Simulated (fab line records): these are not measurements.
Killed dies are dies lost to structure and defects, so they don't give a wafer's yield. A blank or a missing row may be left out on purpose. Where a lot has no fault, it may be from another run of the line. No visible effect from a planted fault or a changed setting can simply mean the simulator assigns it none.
One fault seen from 2 desks / flow sky130 / only its own numbers are on each desk; what lay behind them is given at the end

## TOOL OWNER'S DESK, cvd_w-01
The tool's own readings at SKY_VIA2_CVD_21 (deposits W, target thk 420 nm, time 126.4 s): means of the sampled wafers that have a number, for each lot that ran on this tool. A lot is out of limits, marked OUT, if its mean lies more than 4 standard deviations from the usual mean; the brackets give that distance.
Columns: A = heater_power_w at SKY_VIA2_CVD_21, usual 867 W; B = susceptor_temp_C at SKY_VIA2_CVD_21, usual 399.93 C
lot=L536; first seen here=day 35 21:53; A=1003; B=399.84
lot=L535; first seen here=day 36 02:46; A=1013; B=399.90
lot=L545; first seen here=day 39 14:07; A=1032; B=399.98
lot=L552; first seen here=day 41 05:52; A=954; B=400.07
lot=L556; first seen here=day 42 20:41; A=951; B=399.98
lot=L557; first seen here=day 42 22:32; A=867; B=399.91
Result from this desk: across the 6 lots, nothing is out of limits.

## THE METROLOGY DESK
Means of the sampled wafers that have a number, per lot and without regard to the tool the lot ran on: this is what the gauges read. A lot is out of limits, marked OUT, if its mean lies more than 4 standard deviations from the usual mean; the brackets give that distance.
Columns: A = VIA2_HDPCVD_THK at SKY_VIA2_THK_MEAS_01, usual 1182 nm; B = VIA2_W_RS at SKY_VIA2_RS_MEAS_22, usual 0.273 ohm/sq; C = VIA2_W_THK at SKY_VIA2_THK_MEAS_23, usual 412 nm; D = CAPM_TIN_RS at SKY_CAPM_RS_MEAS_03, usual 6.89 ohm/sq
lot=L536; first seen here=day 34 18:28; A=1187; B=0.275; C=407; D=6.89
lot=L535; first seen here=day 34 22:50; A=1187; B=0.274; C=407; D=6.94
lot=L538; first seen here=day 36 07:59; A=1179; B=0.273; C=407; D=6.98
lot=L544; first seen here=day 38 00:44; A=1168; B=0.267; C=424; D=6.73
lot=L545; first seen here=day 38 12:20; A=1190; B=0.271; C=413; D=6.85
lot=L552; first seen here=day 40 03:50; A=1176; B=0.277; C=409; D=6.80
lot=L556; first seen here=day 41 21:05; A=1191; B=0.214 (-18) OUT; C=415; D=6.76
lot=L557; first seen here=day 41 22:01; A=1162; B=0.243 (-9.0) OUT; C=412; D=6.98
lot=L555; first seen here=day 42 00:01; A=1180; B=0.276; C=401; D=6.89
lot=L558; first seen here=day 42 04:16; A=1201; B=0.274; C=402; D=6.98
Finding of this desk: L556, L557 out of limits, first seen on L556 at day 42 20:50 (VIA2_W_RS at SKY_VIA2_RS_MEAS_22). L536, L535, L538, L544, L545, L552, L555, L558: within limits.

## BROUGHT TOGETHER
Metrology desk: alarm possible at day 42 20:50 on L556, L557.
Nothing out of limits was seen by the tool owner's desk.
Tool owner's desk: L556, L557 on record, inside its limits.
SKY_VIA2_CVD_21 was run on cvd_w-01 by each of the lots named.

## WHAT HAD BEEN PUT IN BY THE SIMULATOR
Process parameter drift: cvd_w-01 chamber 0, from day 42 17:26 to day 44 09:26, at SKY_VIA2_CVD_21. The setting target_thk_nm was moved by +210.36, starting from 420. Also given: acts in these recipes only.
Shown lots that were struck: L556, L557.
Time in hours between the start of the fault and the first out-of-limits reading at each desk: metrology desk, 3.
